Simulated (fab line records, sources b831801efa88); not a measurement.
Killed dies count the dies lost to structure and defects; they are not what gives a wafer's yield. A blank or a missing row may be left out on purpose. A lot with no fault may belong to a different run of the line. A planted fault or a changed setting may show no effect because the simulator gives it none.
A struck lot beside a sound one    flow gf180mcu    15 out of 602 route steps
Sound: wafers L468.3, L468.4, L468.5. Wafers L479.1, L479.2, L479.5 were the ones struck. The cause is named last.
Per side, at each step with rows, come the tool, then ch with its chambers, and then its first start. Under that, the readings that differ: sound wafers    struck wafers    difference of the means    sigmas: that difference in standard deviations of wafers without a fault.
alike: readings with means less than 2 such deviations apart, plus words and numbers identical on both sides. not compared: withheld readings, readings lacking a value on some wafer, bounds such as >300 that could conceal the same value, and numbers that have no deviation in the record and whose values overlap.
A row with sigmas, a row that says differs or no value, or rows on one side alone: a step with any of these is where the two part. Numbers that don't overlap but have no deviation are shown without sigmas and don't part them. Lack of a reading on every wafer of one side parts them only where that side has two or more wafers.

first, 4 steps without rows for these wafers: GF_M1_SOFTBAKE_10 (time 60 s); GF_M1_EXPOSE_11 (exposes mask Metal1, target cd 230 nm); GF_M1_PEB_12 (peb time 90 s); GF_M1_DEVELOP_13 (develop time 60 s).
GF_M1_CD_MEAS_14: target cd 230 nm.
  sound on cd_sem-01 at day 18 16:57; struck on cd_sem-01 at day 22 18:35
  alike: cd_nm
GF_M1_OVL_MEAS_15:
  sound on overlay-01 at day 18 17:02; struck on overlay-02 at day 22 18:43
  alike: M1_OVL
GF_M1_METAL_ETCH_16: etches the open film in Cl2/BCl3, stops on SiO2, target depth 627.5 nm, time 104.6 s.
  sound on rie_metal-02 ch 0,1, day 18 17:06; struck on rie_metal-03 ch 0,1, day 22 18:44
  alike: drypump_motor_current_A, oes_product_au, throttle_valve_pct
  not compared: rf_hours_counter_h
GF_M1_STRIP_17: strips in O2/N2.
  sound on plasma_asher-01 ch 0,1, day 18 17:13; struck on plasma_asher-02 ch 0,1, day 22 18:52
  alike: drypump_motor_current_A, heater_power_w, oes_product_au, strip_time_to_endpoint_s
  not compared: rf_hours_counter_h
then, 3 steps without rows for these wafers: GF_M1_STRIP_18 (strips in post etch residue remover, time 1200 s); GF_M1_CLEAN_19 (cleans in DIW); GF_V1_CVD_00 (deposits SiO2, target thk 600 nm, time 100 s).
GF_V1_THK_MEAS_01:
  sound on film_metro-01 at day 18 17:53; struck on film_metro-03 at day 22 19:29
  alike: V1_CVD_00_THK
GF_V1_CVD_02: deposits SiO2 from TEOS, target thk 850 nm, time 94.851 s.
  sound on pecvd-02 ch 0,1, day 18 17:56; struck on pecvd-02 ch 0,2, day 22 19:33
reading                              sound              struck             difference  sigmas
run_length_s (s)                     121.8 122.8 122.1  125.3 125.3 125.4  +3.1        +6
model.SiO2_of_V1_CVD_02.thk_nm (nm)  835.4 851.2 854.7  862.1 872.1 888    +27.0       
  alike: heater_power_w
GF_V1_THK_MEAS_03:
  sound on film_metro-01 at day 18 18:01; struck on film_metro-01 at day 22 19:37
reading             sound        struck       difference  sigmas
V1_CVD_02_THK (nm)  835 852 855  862 872 887  +26         +2
-- the record jumps here: 10 days lie between the struck wafers' starts before and after (it left off in module V1 and takes up again in module PASSIVATION, whose first step shown is number 602 of the route) --
GF_PASSIVATION_PROBE_99:
  the record has rows for the struck wafers here (prober-02, day 33 06:41) and none for the sound ones

## WHERE THEY PART
First at GF_V1_CVD_02; last, within this record, at GF_PASSIVATION_PROBE_99.

WHY: the cause the simulator had injected
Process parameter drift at GF_V1_CVD_02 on pecvd-02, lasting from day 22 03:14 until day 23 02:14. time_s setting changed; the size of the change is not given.
